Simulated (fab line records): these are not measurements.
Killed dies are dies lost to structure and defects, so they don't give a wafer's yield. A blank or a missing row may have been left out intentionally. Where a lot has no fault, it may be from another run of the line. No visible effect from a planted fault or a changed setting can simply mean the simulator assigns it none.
fab line records ; flow gf180mcu
record lots=14; wafers=42; last-day=34
route steps=602 shown V3@434 M4@457
lots untouched by any fault: they come from a run of this same line in which no faults occurred
start-h: the number of hours between the record's first day and the start of the first shown wafer of the lot ; wait-h: hours elapsed since this lot's preceding step ; " the same as in the row above ; L1.1+2: a row that stands for several wafers ; - value missing, or start not given ; * or withheld: withheld ; < > ~ a bound
route shown NAME@n: NAME is a module with steps in the file, n the number in the route of the first one ; usual: mean and standard deviation over wafers with no fault ; same: alike in all rows ; chamber/n: place in a boat ; sites: the reading at each site ; _std_site: the values' standard deviation ; _edge_site: the outer-site mean with the inner-site mean subtracted ; radius-mm: how far each site lies from the wafer's centre ; mask NAME#n: copy n ; behind: the tool/chamber that last shaped the wafer ; hold: what put the lot on hold/how long, in hours/how the hold closed ; device: the transistor (n, p or np) that didn't switch ; end of line: the route-end tests of the same wafers ; where a step has no rows: the recipe by itself ; killed: not the wafer's yield, but the dies lost to structure and defects at the first sort ; map: a wafer's dies, x killed, . not, _ none there
set.NAME: the setting that was run; set.NAME@STEP: the one run at that earlier step ; model.NAME: the simulator's own value behind a step, which no gauge read
steps of the route over a sample of lots; a table a step, a row a wafer
services: from which hour (start-h, from the record's first day; less than 0 if before it) a tool's chamber was out of use, for how many hours, and why
## steps
# step GF_V3_BOW_MEAS_05
# recipe mode=bow
# usual V3_BOW=117/9.9
lot.wafer;tool;chamber;start-h;wait-h;V3_BOW[um]
L652.2;film-metro-03;-;494.91;0.2;107
L652.5;film-metro-03;-;494.91;0.2;112
L652.6;film-metro-03;-;494.91;0.2;112
L654.1;film-metro-01;-;512.50;0.1;135
L654.4;film-metro-01;-;512.50;0.1;134
L654.6;film-metro-01;-;512.50;0.1;128
L655.2;film-metro-03;-;517.40;0.1;114
L655.4;film-metro-03;-;517.40;0.1;113
L655.5;film-metro-03;-;517.40;0.1;94
L656.4;film-metro-01;-;524.05;0.2;101
L656.5;film-metro-01;-;524.05;0.2;112
L656.6;film-metro-01;-;524.05;0.2;107
L658.1;film-metro-04;-;538.90;0.2;113
L658.4;film-metro-04;-;538.90;0.2;123
L658.5;film-metro-04;-;538.90;0.2;120
L659.1;film-metro-04;-;552.30;0.2;126
L659.4;film-metro-04;-;552.30;0.2;114
L659.6;film-metro-04;-;552.30;0.2;135
L660.4;film-metro-01;-;562.24;0.3;108
L660.5;film-metro-01;-;562.24;0.3;115
L660.6;film-metro-01;-;562.24;0.3;107
L664.2;film-metro-04;-;588.35;0.3;143
L664.3;film-metro-04;-;588.35;0.3;132
L664.6;film-metro-04;-;588.35;0.3;131
L669.1;film-metro-04;-;628.92;0.1;117
L669.3;film-metro-04;-;628.92;0.1;124
L669.4;film-metro-04;-;628.92;0.1;115
L670.2;film-metro-04;-;632.27;0.2;109
L670.4;film-metro-04;-;632.27;0.2;106
L670.5;film-metro-04;-;632.27;0.2;91
L671.1;film-metro-04;-;646.69;0.1;116
L671.3;film-metro-04;-;646.69;0.1;124
L671.6;film-metro-04;-;646.69;0.1;113
L673.2;film-metro-03;-;657.54;0.1;122
L673.4;film-metro-03;-;657.54;0.1;117
L673.6;film-metro-03;-;657.54;0.1;127
L674.1;film-metro-01;-;659.93;0.2;119
L674.2;film-metro-01;-;659.93;0.2;122
L674.5;film-metro-01;-;659.93;0.2;113
L675.1;film-metro-01;-;668.85;0.2;133
L675.3;film-metro-01;-;668.85;0.2;113
L675.6;film-metro-01;-;668.85;0.2;123
# step GF_V3_OVL_MEAS_15
# usual V3_OVL=-2/5.8
lot.wafer;tool;chamber;start-h;wait-h;V3_OVL[nm]
L652.2;overlay-01;-;517.70;0.1;-5
L652.5;overlay-01;-;517.70;0.1;4
L652.6;overlay-01;-;517.70;0.1;1
L654.1;overlay-01;-;535.41;0.1;8
L654.4;overlay-01;-;535.41;0.1;9
L654.6;overlay-01;-;535.41;0.1;11
L655.2;overlay-01;-;540.46;0.1;-17
L655.4;overlay-01;-;540.46;0.1;-12
L655.5;overlay-01;-;540.46;0.1;-9
L656.4;overlay-02;-;547.22;0.1;2
L656.5;overlay-02;-;547.22;0.1;5
L656.6;overlay-02;-;547.22;0.1;6
L658.1;overlay-02;-;560.93;0.1;-1
L658.4;overlay-02;-;560.93;0.1;-9
L658.5;overlay-02;-;560.93;0.1;-7
L659.1;overlay-01;-;574.27;0.1;1
L659.4;overlay-01;-;574.27;0.1;-1
L659.6;overlay-01;-;574.27;0.1;4
L660.4;overlay-02;-;584.13;0.1;-1
L660.5;overlay-02;-;584.13;0.1;1
L660.6;overlay-02;-;584.13;0.1;-5
L664.2;overlay-01;-;610.11;0.1;-7
L664.3;overlay-01;-;610.11;0.1;-6
L664.6;overlay-01;-;610.11;0.1;-6
L669.1;overlay-02;-;649.16;0.1;0
L669.3;overlay-02;-;649.16;0.1;-4
L669.4;overlay-02;-;649.16;0.1;-2
L670.2;overlay-02;-;652.61;0.1;3
L670.4;overlay-02;-;652.61;0.1;-1
L670.5;overlay-02;-;652.61;0.1;-1
L671.1;overlay-01;-;666.60;0.1;2
L671.3;overlay-01;-;666.60;0.1;9
L671.6;overlay-01;-;666.60;0.1;-1
L673.2;overlay-01;-;676.91;0.1;1
L673.4;overlay-01;-;676.91;0.1;-4
L673.6;overlay-01;-;676.91;0.1;-4
L674.1;overlay-02;-;679.25;0.1;-9
L674.2;overlay-02;-;679.25;0.1;-5
L674.5;overlay-02;-;679.25;0.1;-10
L675.1;overlay-01;-;687.71;0.1;-5
L675.3;overlay-01;-;687.71;0.1;2
L675.6;overlay-01;-;687.71;0.1;-3
# step GF_M4_SPUTTER_01
# recipe material=TiN; target-thk-nm=30; power-w=6500; time-s=25; chamber-pressure-pa=0.4
# usual cathode-dc-power-W=6500.0/1.1; chamber-pressure-pa=0.4001/0.00072; throttle-valve-pct=30.2/1
lot.wafer;tool;chamber;start-h;wait-h;cathode-dc-power-W;chamber-pressure-pa;throttle-valve-pct
L652.2;pvd-sputter-02;-;519.53;0.1;6498.7;0.4000;30.8
L652.5;pvd-sputter-02;-;519.53;0.1;6501.0;0.4007;30.9
L652.6;pvd-sputter-02;-;519.53;0.1;6500.1;0.3999;30.7
L654.1;pvd-sputter-02;-;536.93;0.1;6498.7;0.4006;29.7
L654.4;pvd-sputter-02;-;536.93;0.1;6499.0;0.3989;31.0
L654.6;pvd-sputter-02;-;536.93;0.1;6500.9;0.4006;30.1
L655.2;pvd-sputter-03;-;542.64;0.1;6498.5;0.4008;30.6
L655.4;pvd-sputter-03;-;542.64;0.1;6497.8;0.4008;28.6
L655.5;pvd-sputter-03;-;542.64;0.1;6500.2;0.4004;28.6
L656.4;pvd-sputter-04;-;548.72;0.1;6501.0;0.3997;31.2
L656.5;pvd-sputter-04;-;548.72;0.1;6500.0;0.4005;31.1
L656.6;pvd-sputter-04;-;548.72;0.1;6497.9;0.4007;30.8
L658.1;pvd-sputter-04;-;562.42;0.1;6497.0;0.4002;27.7
L658.4;pvd-sputter-04;-;562.42;0.1;6499.5;0.3996;30.9
L658.5;pvd-sputter-04;-;562.42;0.1;6500.5;0.4003;31.0
L659.1;pvd-sputter-02;-;575.77;0.1;6500.1;0.3983;30.5
L659.4;pvd-sputter-02;-;575.77;0.1;6499.0;0.3997;29.9
L659.6;pvd-sputter-02;-;575.77;0.1;6500.8;0.3996;29.7
L660.4;pvd-sputter-02;-;585.60;0.1;6502.1;0.3993;30.8
L660.5;pvd-sputter-02;-;585.60;0.1;6500.6;0.4006;30.7
L660.6;pvd-sputter-02;-;585.60;0.1;6501.6;0.4000;30.1
L664.2;pvd-sputter-02;-;611.66;0.1;6499.8;0.4007;30.8
L664.3;pvd-sputter-02;-;611.66;0.1;6499.1;0.4016;29.7
L664.6;pvd-sputter-02;-;611.66;0.1;6500.9;0.3989;31.0
L669.1;pvd-sputter-03;-;650.65;0.1;-;-;-
L669.3;pvd-sputter-03;-;650.65;0.1;-;-;-
L669.4;pvd-sputter-03;-;650.65;0.1;-;-;-
L670.2;pvd-sputter-02;-;654.35;0.1;-;-;-
L670.4;pvd-sputter-02;-;654.35;0.1;-;-;-
L670.5;pvd-sputter-02;-;654.35;0.1;-;-;-
L671.1;pvd-sputter-02;-;668.12;0.1;6501.0;0.4005;29.9
L671.3;pvd-sputter-02;-;668.12;0.1;6500.9;0.4009;30.9
L671.6;pvd-sputter-02;-;668.12;0.1;6501.9;0.4000;30.3
L673.2;pvd-sputter-04;-;678.51;0.1;6498.7;0.3988;30.6
L673.4;pvd-sputter-04;-;678.51;0.1;6500.1;0.3989;30.8
L673.6;pvd-sputter-04;-;678.51;0.1;6501.9;0.4005;31.2
L674.1;pvd-sputter-04;-;680.74;0.1;6499.9;0.3992;30.8
L674.2;pvd-sputter-04;-;680.74;0.1;6498.9;0.4007;30.8
L674.5;pvd-sputter-04;-;680.74;0.1;6499.5;0.4007;30.5
L675.1;pvd-sputter-03;-;689.26;0.1;6499.8;0.4000;30.6
L675.3;pvd-sputter-03;-;689.26;0.1;6499.9;0.4005;30.6
L675.6;pvd-sputter-03;-;689.26;0.1;6500.0;0.4013;30.3
# step GF_M4_SPUTTER_02
# recipe material=AlCu; target-thk-nm=450; power-w=10600; time-s=23.9; chamber-pressure-pa=0.4
# usual cathode-dc-power-W=10600/2.1; chamber-pressure-pa=0.4000/0.00082; throttle-valve-pct=30.2/1
lot.wafer;tool;chamber;start-h;wait-h;cathode-dc-power-W;chamber-pressure-pa;throttle-valve-pct
L652.2;pvd-sputter-02;-;519.56;0.0;10599;0.3995;30.8
L652.5;pvd-sputter-02;-;519.56;0.0;10598;0.4019;31.1
L652.6;pvd-sputter-02;-;519.56;0.0;10600;0.4001;30.5
L654.1;pvd-sputter-02;-;536.96;0.0;10595;0.4003;29.5
L654.4;pvd-sputter-02;-;536.96;0.0;10599;0.4002;31.0
L654.6;pvd-sputter-02;-;536.96;0.0;10599;0.3990;29.9
L655.2;pvd-sputter-03;-;542.67;0.0;10599;0.4008;30.8
L655.4;pvd-sputter-03;-;542.67;0.0;10600;0.4003;28.9
L655.5;pvd-sputter-03;-;542.67;0.0;10604;0.3994;28.7
L656.4;pvd-sputter-04;-;548.75;0.0;10597;0.3998;31.1
L656.5;pvd-sputter-04;-;548.75;0.0;10601;0.4003;31.1
L656.6;pvd-sputter-04;-;548.75;0.0;10601;0.4009;30.7
L658.1;pvd-sputter-04;-;562.45;0.0;10599;0.3990;27.5
L658.4;pvd-sputter-04;-;562.45;0.0;10599;0.3999;30.8
L658.5;pvd-sputter-04;-;562.45;0.0;10597;0.4001;31.1
L659.1;pvd-sputter-02;-;575.80;0.0;10602;0.4000;30.5
L659.4;pvd-sputter-02;-;575.80;0.0;10596;0.3999;29.7
L659.6;pvd-sputter-02;-;575.80;0.0;10602;0.3993;29.6
L660.4;pvd-sputter-02;-;585.63;0.0;10599;0.3991;30.7
L660.5;pvd-sputter-02;-;585.63;0.0;10601;0.4008;30.9
L660.6;pvd-sputter-02;-;585.63;0.0;10598;0.3990;30.2
L664.2;pvd-sputter-02;-;611.69;0.0;10596;0.3993;30.5
L664.3;pvd-sputter-02;-;611.69;0.0;10600;0.3986;30.0
L664.6;pvd-sputter-02;-;611.69;0.0;10597;0.3985;31.2
L669.1;pvd-sputter-03;-;650.68;0.0;10604;0.4002;30.5
L669.3;pvd-sputter-03;-;650.68;0.0;10604;0.4003;30.4
L669.4;pvd-sputter-03;-;650.68;0.0;10597;0.3991;30.4
L670.2;pvd-sputter-02;-;654.38;0.0;10600;0.4014;30.5
L670.4;pvd-sputter-02;-;654.38;0.0;10603;0.4002;30.0
L670.5;pvd-sputter-02;-;654.38;0.0;10598;0.4000;29.6
L671.1;pvd-sputter-02;-;668.15;0.0;10599;0.4002;29.8
L671.3;pvd-sputter-02;-;668.15;0.0;10605;0.4005;30.9
L671.6;pvd-sputter-02;-;668.15;0.0;10604;0.4015;30.8
L673.2;pvd-sputter-04;-;678.54;0.0;10600;0.4009;30.5
L673.4;pvd-sputter-04;-;678.54;0.0;10603;0.4001;30.6
L673.6;pvd-sputter-04;-;678.54;0.0;10600;0.4007;31.0
L674.1;pvd-sputter-04;-;680.77;0.0;10601;0.4003;30.7
L674.2;pvd-sputter-04;-;680.77;0.0;10597;0.4003;30.6
L674.5;pvd-sputter-04;-;680.77;0.0;10600;0.4005;30.6
L675.1;pvd-sputter-03;-;689.29;0.0;10596;0.3980;30.3
L675.3;pvd-sputter-03;-;689.29;0.0;10601;0.4002;30.1
L675.6;pvd-sputter-03;-;689.29;0.0;10600;0.4003;30.2
# step GF_M4_METAL_ETCH_16
# recipe chemistry=Cl2/BCl3; mask-material=KrF; target-depth-nm=627.5; stop-on=SiO2; pressure-mtorr=8; icp-w=800; bias-w=140; Cl2_flow_sccm=80; bcl3-flow-sccm=40; time-s=104.6
# usual drypump-motor-current-A=5.9/0.44; he-backside-leak-sccm=3.4/0.35; oes-product-au=0.972/0.0067; throttle-valve-pct=28.250/0.0099
lot.wafer;tool;chamber;start-h;wait-h;drypump-motor-current-A;he-backside-leak-sccm;oes-product-au;rf-hours-counter-h;throttle-valve-pct
L652.2;rie-metal-02;0;542.40;0.0;6.0;3.3;0.961;1;28.236
L652.5;rie-metal-02;0;542.40;0.0;6.1;3.4;0.970;-;28.265
L652.6;rie-metal-02;1;542.40;0.0;5.9;3.2;0.972;-;28.253
L654.1;rie-metal-03;0;559.45;0.0;6.7;3.6;0.972;11;28.241
L654.4;rie-metal-03;1;559.45;0.0;5.1;3.4;0.975;-;28.260
L654.6;rie-metal-03;1;559.45;0.0;5.1;3.3;0.973;-;28.245
L655.2;rie-metal-02;0;564.35;0.0;6.0;3.1;0.979;2;28.240
L655.4;rie-metal-02;1;564.35;0.0;5.9;3.3;0.976;-;28.240
L655.5;rie-metal-02;0;564.35;0.0;6.1;3.3;0.973;-;28.239
L656.4;rie-metal-01;0;570.77;0.0;5.8;3.3;0.978;-;28.244
L656.5;rie-metal-01;1;570.77;0.0;5.9;3.2;0.967;-;28.255
L656.6;rie-metal-01;0;570.77;0.0;5.9;3.4;0.969;-;28.250
L658.1;rie-metal-02;1;584.45;0.0;5.9;3.4;0.968;11;28.254
L658.4;rie-metal-02;0;584.45;0.0;6.1;3.6;0.977;-;28.255
L658.5;rie-metal-02;0;584.45;0.0;6.0;3.5;0.969;-;28.251
L659.1;rie-metal-01;0;597.45;0.0;5.9;3.5;0.971;11;28.249
L659.4;rie-metal-01;0;597.45;0.0;5.9;3.3;0.976;-;28.243
L659.6;rie-metal-01;1;597.45;0.0;5.9;3.3;0.974;-;28.233
L660.4;rie-metal-01;0;607.73;0.0;5.9;3.3;0.973;-;28.229
L660.5;rie-metal-01;1;607.73;0.0;5.9;3.0;0.963;-;28.255
L660.6;rie-metal-01;0;607.73;0.0;5.9;3.2;0.973;-;28.241
L664.2;rie-metal-03;1;632.48;0.0;5.1;3.5;0.982;8;28.247
L664.3;rie-metal-03;0;632.48;0.0;6.6;3.8;0.973;-;28.244
L664.6;rie-metal-03;1;632.48;0.0;5.1;3.4;0.965;-;28.256
L669.1;rie-metal-01;1;670.75;0.0;5.9;3.2;0.947;1;28.284
L669.3;rie-metal-01;1;670.75;0.0;5.9;3.3;0.951;-;28.283
L669.4;rie-metal-01;0;670.75;0.0;5.9;3.1;0.941;-;28.270
L670.2;rie-metal-03;1;673.94;0.0;5.1;3.4;0.942;10;28.282
L670.4;rie-metal-03;1;673.94;0.0;5.1;3.4;0.947;-;28.273
L670.5;rie-metal-03;0;673.94;0.0;6.6;3.5;0.938;-;28.288
L671.1;rie-metal-02;1;687.39;0.0;6.0;3.4;0.983;2;28.240
L671.3;rie-metal-02;0;687.39;0.0;6.1;4.0;0.970;-;28.250
L671.6;rie-metal-02;0;687.39;0.0;6.1;3.5;0.976;-;28.244
L673.2;rie-metal-02;0;697.30;0.0;6.0;3.2;0.978;6;28.223
L673.4;rie-metal-02;1;697.30;0.0;5.9;3.5;0.973;-;28.228
L673.6;rie-metal-02;1;697.30;0.0;5.9;3.4;0.971;-;28.237
L674.1;rie-metal-01;1;699.54;0.0;5.9;3.3;0.959;3;28.253
L674.2;rie-metal-01;0;699.54;0.0;5.9;3.1;0.977;1;28.243
L674.5;rie-metal-01;0;699.54;0.0;5.9;3.3;0.969;-;28.269
L675.1;rie-metal-03;0;707.94;0.0;6.7;3.3;0.973;1;28.248
L675.3;rie-metal-03;1;707.94;0.0;5.1;3.4;0.980;-;28.231
L675.6;rie-metal-03;1;707.94;0.0;5.1;3.4;0.984;-;28.246
## services
tool;chamber;start-h;hours;kind
pvd-sputter-02;-;518.16;1.0;repair
rie-metal-02;1;595.76;-;clean
rie-metal-02;1;595.76;19.2;scheduled-down
rie-metal-02;1;595.76;19.2;vent-cycle
pvd-sputter-02;-;615.35;30.1;repair
pvd-sputter-03;3;619.70;-;consumable-replace:kit
pvd-sputter-03;3;619.70;18.0;scheduled-down
pvd-sputter-03;3;619.70;18.0;vent-cycle
rie-metal-01;1;620.70;-;clean
rie-metal-01;1;620.70;20.0;scheduled-down
rie-metal-01;1;620.70;20.0;vent-cycle
pvd-sputter-04;3;631.40;-;consumable-replace:kit
pvd-sputter-04;3;631.40;18.0;scheduled-down
pvd-sputter-04;3;631.40;18.0;vent-cycle
rie-metal-01;-;640.70;2.8;pm
rie-metal-01;0;643.96;-;clean
rie-metal-01;0;643.96;16.9;scheduled-down
rie-metal-01;0;643.96;16.9;vent-cycle
rie-metal-03;0;658.29;-;clean
rie-metal-03;0;658.29;13.2;scheduled-down
rie-metal-03;-;671.08;1.4;pm
pvd-sputter-03;-;671.26;3.5;repair
pvd-sputter-03;2;683.69;-;consumable-replace:kit
pvd-sputter-02;-;706.00;3.2;repair
## key
first-sign step=GF_M4_SPUTTER_01; reading=tool-record; direction=missing
effect step=GF_M4_METAL_ETCH_16; reading=oes-product-au; direction=down; sigmas=4.2; usual=0.972; struck=0.944
met-at GF_M4_SPUTTER_01
struck-lots L669,L670
later-rows-left-out L669.1,L669.3,L669.4,L670.2,L670.4,L670.5
sort-left-out L669.1,L669.3,L669.4,L670.2,L670.4,L670.5
not-acting-at GF_V3_BOW_MEAS_05,GF_V3_OVL_MEAS_15,GF_M4_SPUTTER_02
onset-between 611.66 650.65
fault kind=skipped-step-whole; tool=pvd-sputter-02,pvd-sputter-03; chamber=-; onset-h=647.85; steps=GF_M4_SPUTTER_01; scope=struck-lots-only
# sort-left-out: the simulated sort isn't trusted on such a fault, so these wafers' sort isn't shown, and their yield isn't known
# later-rows-left-out: the simulator's readings of these wafers behind a module that went badly wrong aren't trusted and aren't shown, but for the sort
